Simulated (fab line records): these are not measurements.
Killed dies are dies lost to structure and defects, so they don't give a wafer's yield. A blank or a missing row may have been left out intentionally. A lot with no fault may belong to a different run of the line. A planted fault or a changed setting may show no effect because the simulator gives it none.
Which of the tools did it? | flow sky130 | 24 lots with 72 wafers sampled at 6 steps, on a route of 708 steps

== WHAT THE GAUGES SHOWED, per wafer ==
SKY_CAP2M_RS_MEAS_03: measures by four-point-probe. Usual: for CAP2M_TIN_RS the level is 6.91 ohm/sq and the standard deviation is 0.09.
lot  | measured     | on           | CAP2M_TIN_RS (ohm/sq) | flag
L074 | day 39 15:26 | filmMetro-02 | 6.71 6.64 6.68        | 
L075 | day 39 18:12 | filmMetro-04 | 6.97 6.97 7.02        | 
L076 | day 40 08:49 | filmMetro-03 | 6.89 6.99 6.86        | 
L077 | day 40 18:46 | filmMetro-03 | 6.95 6.77 6.77        | 
L078 | day 41 01:45 | filmMetro-03 | 6.82 6.69 6.84        | 
L079 | day 41 08:16 | filmMetro-04 | 6.93 7.00 6.92        | 
L080 | day 41 19:58 | filmMetro-04 | 6.94 6.85 6.93        | 
L081 | day 41 23:56 | filmMetro-04 | 6.97 7.00 6.98        | 
L082 | day 42 08:58 | filmMetro-04 | 7.02 7.00 6.91        | 
L083 | day 42 12:17 | filmMetro-04 | 6.85 6.97 6.87        | 
L084 | day 42 18:01 | filmMetro-03 | 6.98 7.00 6.87        | 
L086 | day 43 05:34 | filmMetro-02 | 7.02 6.96 7.08        | 
L085 | day 43 09:32 | filmMetro-03 | 7.01 7.00 6.96        | 
L087 | day 43 12:45 | filmMetro-03 | 6.88 6.89 7.05        | 
L088 | day 43 17:31 | filmMetro-03 | 6.81 6.88 6.88        | 
L089 | day 44 00:20 | filmMetro-04 | 6.95 6.84 6.89        | 
L090 | day 44 01:55 | filmMetro-02 | 7.01 6.90 6.85        | 
L091 | day 44 15:22 | filmMetro-04 | 6.85 6.77 6.75        | 
L092 | day 44 18:46 | filmMetro-04 | 6.97 6.94 6.99        | 
L093 | day 45 03:42 | filmMetro-02 | 6.84 6.94 6.84        | 
L094 | day 45 10:31 | filmMetro-03 | 7.00 6.84 6.94        | 
L095 | day 45 12:13 | filmMetro-03 | 6.74 6.84 6.90        | 
L096 | day 45 20:05 | filmMetro-04 | 6.94 7.09 7.05        | 
L097 | day 46 01:00 | filmMetro-04 | 6.92 6.98 6.85        | 

SKY_VIA4_THK_MEAS_01. Usual: for VIA4_HDPCVD_THK the level is 1757 nm and the standard deviation is 23.
lot  | measured     | on           | VIA4_HDPCVD_THK (nm) | flag
L074 | day 41 18:19 | filmMetro-01 | 1768 1800 1808       | 
L075 | day 41 20:27 | filmMetro-01 | 1697 1722 1718       | 
L076 | day 42 10:28 | filmMetro-04 | 1750 1735 1783       | 
L077 | day 42 20:18 | filmMetro-01 | 1732 1726 1752       | 
L078 | day 43 02:05 | filmMetro-02 | 1735 1755 1732       | 
L079 | day 43 08:08 | filmMetro-01 | 1764 1791 1748       | 
L080 | day 43 20:26 | filmMetro-04 | 1704 1722 1739       | 
L081 | day 43 23:47 | filmMetro-02 | 1795 1784 1757       | 
L082 | day 44 08:09 | filmMetro-01 | 1765 1736 1727       | 
L083 | day 44 11:13 | filmMetro-02 | 1760 1807 1777       | 
L084 | day 44 17:19 | filmMetro-02 | 1765 1773 1771       | 
L086 | day 45 03:56 | filmMetro-02 | 1752 1760 1783       | 
L085 | day 45 06:47 | filmMetro-04 | 1758 1768 1771       | 
L087 | day 45 10:45 | filmMetro-04 | 1701 1755 1726       | 
L088 | day 45 15:17 | filmMetro-02 | 1756 1781 1773       | 
L089 | day 45 22:26 | filmMetro-02 | 1724 1794 1765       | 
L090 | day 45 23:02 | filmMetro-02 | 1788 1776 1732       | 
L091 | day 46 11:44 | filmMetro-04 | 1784 1779 1749       | 
L092 | day 46 15:02 | filmMetro-02 | 1730 1737 1755       | 
L093 | day 46 22:29 | filmMetro-02 | 1774 1761 1787       | 
L094 | day 47 05:17 | filmMetro-02 | 1766 1751 1726       | 
L095 | day 47 06:31 | filmMetro-04 | 1750 1758 1748       | 
L096 | day 47 14:40 | filmMetro-02 | 1775 1736 1756       | 
L097 | day 47 18:31 | filmMetro-01 | 1752 1779 1772       | 

SKY_METAL5_RS_MEAS_05: measures by four-point-probe. Usual: for METAL5_ALCU_RS the level is 0.0272 ohm/sq and the standard deviation is 0.00035.
lot  | measured     | on           | METAL5_ALCU_RS (ohm/sq) | flag
L074 | day 42 19:08 | filmMetro-03 | 0.0271 0.0272 0.0271    | 
L075 | day 42 22:15 | filmMetro-03 | 0.0275 0.0273 0.0273    | 
L076 | day 43 11:17 | filmMetro-03 | 0.0275 0.0274 0.0279    | 
L077 | day 43 21:12 | filmMetro-03 | 0.0272 0.0271 0.0273    | 
L078 | day 44 01:56 | filmMetro-01 | 0.0265 0.0271 0.0268    | 
L079 | day 44 08:38 | filmMetro-01 | 0.0276 0.0279 0.0274    | 
L080 | day 44 20:11 | filmMetro-02 | 0.0274 0.0275 0.0276    | 
L081 | day 44 23:22 | filmMetro-02 | 0.0271 0.0271 0.0272    | 
L082 | day 45 07:54 | filmMetro-03 | 0.0271 0.0271 0.0273    | 
L083 | day 45 11:10 | filmMetro-02 | 0.0269 0.0265 0.0267    | 
L084 | day 45 17:10 | filmMetro-02 | 0.0269 0.0268 0.0273    | 
L086 | day 46 02:53 | filmMetro-02 | 0.0276 0.0277 0.0270    | 
L085 | day 46 05:22 | filmMetro-01 | 0.0273 0.0271 0.0273    | 
L087 | day 46 09:29 | filmMetro-03 | 0.0265 0.0265 0.0267    | 
L088 | day 46 13:43 | filmMetro-03 | 0.0271 0.0272 0.0268    | 
L089 | day 46 20:32 | filmMetro-02 | 0.0269 0.0269 0.0270    | 
L090 | day 46 21:45 | filmMetro-01 | 0.0273 0.0275 0.0274    | 
L091 | day 47 09:47 | filmMetro-03 | 0.0269 0.0269 0.0269    | 
L092 | day 47 12:26 | filmMetro-02 | 0.0278 0.0278 0.0277    | 
L093 | day 47 20:08 | filmMetro-02 | 0.0273 0.0273 0.0274    | 
L094 | day 48 02:41 | filmMetro-03 | 0.0271 0.0272 0.0274    | 
L095 | day 48 03:49 | filmMetro-03 | 0.0274 0.0274 0.0275    | 
L096 | day 48 12:20 | filmMetro-03 | 0.0271 0.0266 0.0272    | 
L097 | day 48 15:35 | filmMetro-03 | 0.0275 0.0277 0.0271    | 

== WHAT TOOL EACH LOT RAN ON (gives the tool, then ch and the chambers of the sampled wafers, and finally the start) ==
lot  | SKY_CAP2M_CVD_00                | SKY_CAP2M_STRIP_14                  | SKY_METAL4_STRIP_19
L074 | pecvd-02 ch 0,1, day 39 15:15   | plasmaAsher-01 ch 0,1, day 40 15:54 | plasmaAsher-01 ch 0,1, day 41 17:33
L075 | pecvd-04 ch 0,2, day 39 17:59   | plasmaAsher-01 ch 0,1, day 40 18:21 | plasmaAsher-04 ch 0,1, day 41 19:40
L076 | pecvd-01 ch 0,2, day 40 08:35   | plasmaAsher-04 ch 0,1, day 41 09:26 | plasmaAsher-01 ch 0,1, day 42 09:42
L077 | pecvd-04 ch 0,1,2, day 40 18:33 | plasmaAsher-03 ch 0,1, day 41 18:57 | plasmaAsher-04 ch 0,1, day 42 19:31
L078 | pecvd-02 ch 0,2, day 41 01:34   | plasmaAsher-03 ch 0,1, day 42 01:20 | plasmaAsher-01 ch 0,1, day 43 01:19
L079 | pecvd-02 ch 1,2, day 41 08:04   | plasmaAsher-04 ch 0,1, day 42 07:15 | plasmaAsher-04 ch 0,1, day 43 07:21
L080 | pecvd-01 ch 0,1,2, day 41 19:44 | plasmaAsher-01 ch 0,1, day 42 19:31 | plasmaAsher-04 ch 0,1, day 43 19:38
L081 | pecvd-02 ch 0,1,2, day 41 23:44 | plasmaAsher-01 ch 0,1, day 42 23:05 | plasmaAsher-01 ch 0,1, day 43 22:58
L082 | pecvd-04 ch 0,2, day 42 08:47   | plasmaAsher-03 ch 0,1, day 43 08:23 | plasmaAsher-01 ch 0,1, day 44 07:16
L083 | pecvd-02 ch 0,1,2, day 42 12:03 | plasmaAsher-04 ch 0,1, day 43 10:56 | plasmaAsher-04 ch 0,1, day 44 10:23
L084 | pecvd-01 ch 0,1, day 42 17:47   | plasmaAsher-03 ch 0,1, day 43 16:41 | plasmaAsher-02 ch 0,1, day 44 16:12
L086 | pecvd-01 ch 1,2, day 43 05:23   | plasmaAsher-01 ch 0,1, day 44 03:59 | plasmaAsher-04 ch 0,1, day 45 03:10
L085 | pecvd-01 ch 0,1, day 43 09:19   | plasmaAsher-04 ch 0,1, day 44 07:22 | plasmaAsher-04 ch 0,1, day 45 06:02
L087 | pecvd-02 ch 0,2, day 43 12:32   | plasmaAsher-04 ch 0, day 44 10:56   | plasmaAsher-04 ch 0,1, day 45 09:58
L088 | pecvd-04 ch 0,2, day 43 17:16   | plasmaAsher-04 ch 0,1, day 44 15:46 | plasmaAsher-02 ch 0,1, day 45 14:32
L089 | pecvd-04 ch 0,2, day 44 00:08   | plasmaAsher-01 ch 0,1, day 44 23:35 | plasmaAsher-02 ch 0,1, day 45 21:40
L090 | pecvd-02 ch 0,2, day 44 01:42   | plasmaAsher-01 ch 0, day 45 00:11   | plasmaAsher-02 ch 0,1, day 45 22:15
L091 | pecvd-02 ch 0,1,2, day 44 15:08 | plasmaAsher-04 ch 0,1, day 45 12:44 | plasmaAsher-02 ch 0,1, day 46 10:53
L092 | pecvd-04 ch 0,1,2, day 44 18:33 | plasmaAsher-01 ch 0,1, day 45 16:17 | plasmaAsher-01 ch 0,1, day 46 14:10
L093 | pecvd-04 ch 0,1,2, day 45 03:29 | plasmaAsher-04 ch 0,1, day 46 00:47 | plasmaAsher-01 ch 0,1, day 46 21:37
L094 | pecvd-02 ch 0,1, day 45 10:20   | plasmaAsher-01 ch 0,1, day 46 07:02 | plasmaAsher-01 ch 0,1, day 47 04:22
L095 | pecvd-01 ch 0,1,2, day 45 11:59 | plasmaAsher-03 ch 0,1, day 46 08:29 | plasmaAsher-02 ch 0,1, day 47 05:41
L096 | pecvd-02 ch 0,2, day 45 19:52   | plasmaAsher-04 ch 0,1, day 46 16:35 | plasmaAsher-04 ch 0,1, day 47 13:47
L097 | pecvd-04 ch 0,1,2, day 46 00:48 | plasmaAsher-04 ch 0,1, day 46 20:53 | plasmaAsher-02 ch 0,1, day 47 17:45
- SKY_CAP2M_CVD_00: deposits SiO2, target thk 15.5 nm.
- SKY_CAP2M_STRIP_14: strips in O2/N2.
- SKY_METAL4_STRIP_19: strips in O2/N2.

== WHAT THE TOOLS THEMSELVES READ (means of the sampled wafers that have a number; where no wafer has one, the mark that the record gives instead) ==
SKY_CAP2M_CVD_00. Usual: heaterPowerOuterW 463 W, standard deviation 72; heaterPowerW 762 W, standard deviation 120; susceptorTempC 400.00 C, standard deviation 0.2.
lot  | tool     | heaterPowerOuterW (W) | heaterPowerW (W) | susceptorTempC (C) | flag
L074 | pecvd-02 | 441                   | 705              | 400.02             | 
L075 | pecvd-04 | 548                   | 903              | 399.82             | 
L076 | pecvd-01 | 443                   | 770              | 400.02             | 
L077 | pecvd-04 | 488                   | 821              | 399.98             | 
L078 | pecvd-02 | 453                   | 718              | 399.97             | 
L079 | pecvd-02 | 400                   | 664              | 400.20             | 
L080 | pecvd-01 | 412                   | 700              | 400.00             | 
L081 | pecvd-02 | 451                   | 718              | 400.20             | 
L082 | pecvd-04 | 588                   | 989              | 400.03             | 
L083 | pecvd-02 | 432                   | 693              | 399.98             | 
L084 | pecvd-01 | 386                   | 647              | 400.18             | 
L086 | pecvd-01 | 497                   | 834              | 400.09             | 
L085 | pecvd-01 | 355                   | 610              | 399.94             | 
L087 | pecvd-02 | 422                   | 683              | 399.93             | 
L088 | pecvd-04 | 577                   | 971              | 399.98             | 
L089 | pecvd-04 | 564                   | 921              | 399.96             | 
L090 | pecvd-02 | 431                   | 708              | 399.82             | 
L091 | pecvd-02 | 478                   | 754              | 399.99             | 
L092 | pecvd-04 | 506                   | 835              | 400.04             | 
L093 | pecvd-04 | 534                   | 882              | 399.99             | 
L094 | pecvd-02 | 485                   | 767              | 399.90             | 
L095 | pecvd-01 | 424                   | 721              | 400.23             | 
L096 | pecvd-02 | 427                   | 685              | 399.98             | 
L097 | pecvd-04 | 568                   | 918              | 399.94             | 

SKY_CAP2M_STRIP_14. Usual: drypumpMotorCurrentA 5.6 A, standard deviation 0.34; oesProductAu 0.710 a.u., standard deviation 0.0047; stripTimeToEndpointS 12.64 s, standard deviation 0.041.
lot  | tool           | drypumpMotorCurrentA (A) | oesProductAu (a.u.) | stripTimeToEndpointS (s) | flag
L074 | plasmaAsher-01 | 5.4                      | 0.710               | 12.59                    | 
L075 | plasmaAsher-01 | 5.4                      | 0.714               | 12.63                    | 
L076 | plasmaAsher-04 | 5.7                      | 0.708               | 12.64                    | 
L077 | plasmaAsher-03 | 5.7                      | 0.709               | 12.59                    | 
L078 | plasmaAsher-03 | 6.0                      | 0.708               | 12.63                    | 
L079 | plasmaAsher-04 | 5.6                      | 0.705               | 12.69                    | 
L080 | plasmaAsher-01 | 5.3                      | 0.706               | 12.68                    | 
L081 | plasmaAsher-01 | 5.4                      | 0.714               | 12.69                    | 
L082 | plasmaAsher-03 | 6.0                      | 0.713               | 12.63                    | 
L083 | plasmaAsher-04 | 5.5                      | 0.710               | 12.63                    | 
L084 | plasmaAsher-03 | 6.0                      | 0.709               | 12.63                    | 
L086 | plasmaAsher-01 | 5.4                      | 0.711               | 12.61                    | 
L085 | plasmaAsher-04 | 5.7                      | 0.715               | 12.56                    | 
L087 | plasmaAsher-04 | 5.4                      | 0.711               | 12.62                    | 
L088 | plasmaAsher-04 | 5.7                      | 0.710               | 12.63                    | 
L089 | plasmaAsher-01 | 5.4                      | 0.710               | 12.60                    | 
L090 | plasmaAsher-01 | 5.1                      | 0.711               | 12.65                    | 
L091 | plasmaAsher-04 | 5.5                      | 0.710               | 12.60                    | 
L092 | plasmaAsher-01 | 5.2                      | 0.710               | 12.69                    | 
L093 | plasmaAsher-04 | 5.6                      | 0.710               | 12.64                    | 
L094 | plasmaAsher-01 | 5.2                      | 0.717               | 12.65                    | 
L095 | plasmaAsher-03 | 6.0                      | 0.714               | 12.66                    | 
L096 | plasmaAsher-04 | 5.5                      | 0.706               | 12.67                    | 
L097 | plasmaAsher-04 | 5.5                      | 0.713               | 12.64                    | 

SKY_METAL4_STRIP_19. Usual: drypumpMotorCurrentA 5.7 A, standard deviation 0.4; oesProductAu 0.502 a.u., standard deviation 0.0053; stripTimeToEndpointS 6.53 s, standard deviation 0.086.
lot  | tool           | drypumpMotorCurrentA (A) | oesProductAu (a.u.) | stripTimeToEndpointS (s) | flag
L074 | plasmaAsher-01 | 5.3                      | 0.497               | 6.46                     | 
L075 | plasmaAsher-04 | 5.5                      | 0.503               | 6.59                     | 
L076 | plasmaAsher-01 | 5.4                      | 0.495               | 6.44                     | 
L077 | plasmaAsher-04 | 5.7                      | 0.505               | 6.63                     | 
L078 | plasmaAsher-01 | 5.4                      | 0.498               | 6.45                     | 
L079 | plasmaAsher-04 | 5.5                      | 0.500               | 6.53                     | 
L080 | plasmaAsher-04 | 5.5                      | 0.506               | 6.61                     | 
L081 | plasmaAsher-01 | 5.3                      | 0.496               | 6.40                     | 
L082 | plasmaAsher-01 | 5.2                      | 0.501               | 6.47                     | 
L083 | plasmaAsher-04 | 5.6                      | 0.497               | 6.45                     | 
L084 | plasmaAsher-02 | 6.0                      | 0.503               | 6.54                     | 
L086 | plasmaAsher-04 | 5.7                      | 0.501               | 6.51                     | 
L085 | plasmaAsher-04 | 5.5                      | 0.505               | 6.54                     | 
L087 | plasmaAsher-04 | 5.5                      | 0.505               | 6.57                     | 
L088 | plasmaAsher-02 | 6.2                      | 0.500               | 6.46                     | 
L089 | plasmaAsher-02 | 6.0                      | 0.502               | 6.51                     | 
L090 | plasmaAsher-02 | 6.0                      | 0.500               | 6.48                     | 
L091 | plasmaAsher-02 | 6.2                      | 0.505               | 6.53                     | 
L092 | plasmaAsher-01 | 5.4                      | 0.506               | 6.64                     | 
L093 | plasmaAsher-01 | 5.2                      | 0.504               | 6.53                     | 
L094 | plasmaAsher-01 | 5.4                      | 0.497               | 6.42                     | 
L095 | plasmaAsher-02 | 6.2                      | 0.506               | 6.68                     | 
L096 | plasmaAsher-04 | 5.6                      | 0.506               | 6.62                     | 
L097 | plasmaAsher-02 | 6.2                      | 0.505               | 6.54                     | 

== THE ANSWER, worked out from the rows above alone ==
Rule: a lot counts as off when the mean over its wafers that have a number is more than 3 standard deviations away from the usual mean. A lot without any number at a reading at which 4 lots or more have one is off too. All remaining lots with rows at the step are treated as sound. First the gauges in route order, then the tools' own readings, where a lot's mean is used as printed above. The first step at which some lot is off is used, and at that step the reading that is off furthest; a lot without a number counts as furthest.
No lot is off on any of the readings shown, so nothing can be concluded from this.

== WHAT THE SIMULATOR PUT IN ==
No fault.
